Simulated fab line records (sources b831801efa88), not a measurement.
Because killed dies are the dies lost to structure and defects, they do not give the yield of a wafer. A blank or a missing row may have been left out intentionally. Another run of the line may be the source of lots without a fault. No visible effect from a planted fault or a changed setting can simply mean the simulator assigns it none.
Split-lot trial	flow sky130	route with 708 steps; 5 lots, 23 wafers read

ABOUT THE SPLIT
At SKY_METAL4_METAL_ETCH_18 (etches the open film in Cl2/BCl3, stops on SiO2, target depth 845 nm, time 183.1 s), the setting time-s was moved away from the recipe's 183.1 s on 11 of the 23 wafers read, by -6.3% to +11.8%. For the rest of the wafers, this setting stayed at what the recipe calls for.

Between the split and the reading, the file records no step.

THE READING
oes-product-au, in a.u., at SKY_METAL4_STRIP_19 (strips in O2/N2). On this fab line, fault-free wafers typically give 0.504 a.u. with a standard deviation of 0.0057 a.u.

wafer	tool, chamber at the split	time-s as run, s	against the recipe	oes-product-au, a.u.	against lot-mates on the recipe
L075.1	rie-metal-02, 0	183.1	recipe	0.503	-
L075.2	rie-metal-02, 0	183.1	recipe	0.500	-
L075.5	rie-metal-02, 0	183.1	recipe	0.505	-
L076.1	rie-metal-01, 0	183.1	recipe	0.506	-
L076.3	rie-metal-01, 0	201.7	+10.2%	0.472	-0.032
L076.4	rie-metal-01, 1	201.7	+10.2%	0.486	-0.018
L076.5	rie-metal-01, 1	201.7	+10.2%	0.473	-0.031
L076.6	rie-metal-01, 0	183.1	recipe	0.503	-
L077.1	rie-metal-01, 0	183.1	recipe	0.502	-
L077.2	rie-metal-01, 1	183.1	recipe	0.508	-
L077.3	rie-metal-01, 1	204.7	+11.8%	0.488	-0.017
L077.5	rie-metal-01, 1	204.7	+11.8%	0.494	-0.011
L077.6	rie-metal-01, 0	204.7	+11.8%	0.480	-0.025
L082.1	rie-metal-02, 1	183.1	recipe	0.498	-
L082.2	rie-metal-02, 0	171.6	-6.3%	0.518	+0.019
L082.4	rie-metal-02, 0	183.1	recipe	0.500	-
L082.5	rie-metal-02, 0	171.6	-6.3%	0.518	+0.019
L082.6	rie-metal-02, 1	171.6	-6.3%	0.514	+0.015
L083.1	rie-metal-02, 0	175.8	-4.0%	0.501	+0.001
L083.3	rie-metal-02, 0	175.8	-4.0%	0.508	+0.008
L083.4	rie-metal-02, 1	183.1	recipe	0.503	-
L083.5	rie-metal-02, 0	183.1	recipe	0.501	-
L083.6	rie-metal-02, 1	183.1	recipe	0.497	-

FIT RESULTS
A straight line over all 23 wafers: oes-product-au changes by -0.0018 a.u. for each +1% of time-s; r = -0.89; the points scatter about the line by 0.0058 a.u.
The same after taking each lot's own level away (the mean of its wafers on the recipe; 23 wafers): -0.0021 a.u. for each +1%; r = -0.92; scatter 0.0056 a.u.
Per that fit: largest time-s move, reading shift of 0.025 a.u.
From 0.4990 to 0.5050 a.u.: that is the span of the lots' own levels, equal to 1.1 times the standard deviation above.
In other words, the slope is changed by the lot-to-lot level; the two fits disagree.
Check: for one of the wafers moved furthest among these (+11.8%), held out of the fit, the line's prediction against its lot-mates is -0.026 a.u. It came out at -0.017 a.u. against them.

THE WHOLE CHAIN: every reading that the file lists as answering this split, in the file's order
step	what it does	reading	change (the file's fit)	r (the file's)
SKY_METAL4_METAL_ETCH_18	etches the open film in Cl2/BCl3, stops on SiO2, target depth 845 nm, time 183.1 s	KrF-thick_of_METAL4_COAT_08.thk-nm (the simulator's own value, which no gauge read)	-5.26 nm for each +1% of the setting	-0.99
SKY_METAL4_METAL_ETCH_18	etches the open film in Cl2/BCl3, stops on SiO2, target depth 845 nm, time 183.1 s	SiO2_of_VIA3_HDPCVD_00.thk-nm (the simulator's own value, which no gauge read)	-0.293 nm for each +1% of the setting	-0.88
SKY_METAL4_STRIP_19	strips in O2/N2	oes-product-au	-0.00203 a.u. for each +1% of the setting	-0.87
SKY_METAL4_STRIP_19	strips in O2/N2	strip-time-to-endpoint-s	withheld for each +1% of the setting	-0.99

FILE'S OWN FIT
oes-product-au changes by -0.00203 a.u. for each +1% of time-s, r = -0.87.
